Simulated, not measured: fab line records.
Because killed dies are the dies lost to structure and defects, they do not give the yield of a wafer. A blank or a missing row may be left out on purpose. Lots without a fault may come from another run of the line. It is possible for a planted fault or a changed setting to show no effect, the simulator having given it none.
Which tool was responsible? | flow gf180mcu | 13 lots (39 wafers sampled), 1 step of a 602-step route

## WHAT THE GAUGES READ, wafer by wafer
GF_V4_THK_MEAS_03.
lot  | measured     | on           | V4_CVD_02_THK (nm)
L447 | day 24 02:14 | filmMetro-01 | 846 855 851
L448 | day 24 13:00 | filmMetro-02 | 842 855 854
L449 | day 24 19:27 | filmMetro-04 | 848 877 863
L452 | day 25 21:05 | filmMetro-01 | 837 846 856
L453 | day 26 05:59 | filmMetro-02 | 848 843 833
L454 | day 26 12:56 | filmMetro-04 | 839 833 866
L455 | day 26 21:51 | filmMetro-02 | 842 843 850
L456 | day 27 08:00 | filmMetro-01 | 850 844 869
L464 | day 29 11:48 | filmMetro-02 | 850 853 868
L465 | day 29 15:11 | filmMetro-01 | 848 846 861
L466 | day 30 00:31 | filmMetro-01 | 859 868 871
L467 | day 30 07:07 | filmMetro-04 | 829 837 868
L468 | day 30 18:26 | filmMetro-01 | 852 857 873

## WHAT TOOL EACH LOT RAN ON (gives the tool, then ch and the chambers of the sampled wafers, and finally the start)
Record: no process step prior to these readings.

## AS READ BY THE TOOLS THEMSELVES (means over the sampled wafers that have a number; for cases with no such wafer, the mark the record gives instead)
The record holds no such reading with a usual standard deviation.

## THE ANSWER, worked out from the rows above alone
Rule: what is usual is taken from the lots themselves. Put in order of their means at a reading, lots are off if they are a third of the lots or fewer, leave a main group of 4 or more, and stand apart from it by a gap of 3 or more times the standard deviation of the main group's means; of several such gaps the widest counts. The tables above print the reading to a certain number of digits; a main group whose means all agree to those digits is not used. A lot without any number at a reading at which 4 lots or more have one is off too. All remaining lots with rows at the step are treated as sound. First the gauges in route order, then the tools' own readings, where a lot's mean is used as printed above. At the first step where some lot is off, the reading lying furthest off is the one used; lots without a number count as furthest.
Across all readings shown, no lot is off: no conclusion can be drawn from this.

## WHAT WAS PUT IN BY THE SIMULATOR
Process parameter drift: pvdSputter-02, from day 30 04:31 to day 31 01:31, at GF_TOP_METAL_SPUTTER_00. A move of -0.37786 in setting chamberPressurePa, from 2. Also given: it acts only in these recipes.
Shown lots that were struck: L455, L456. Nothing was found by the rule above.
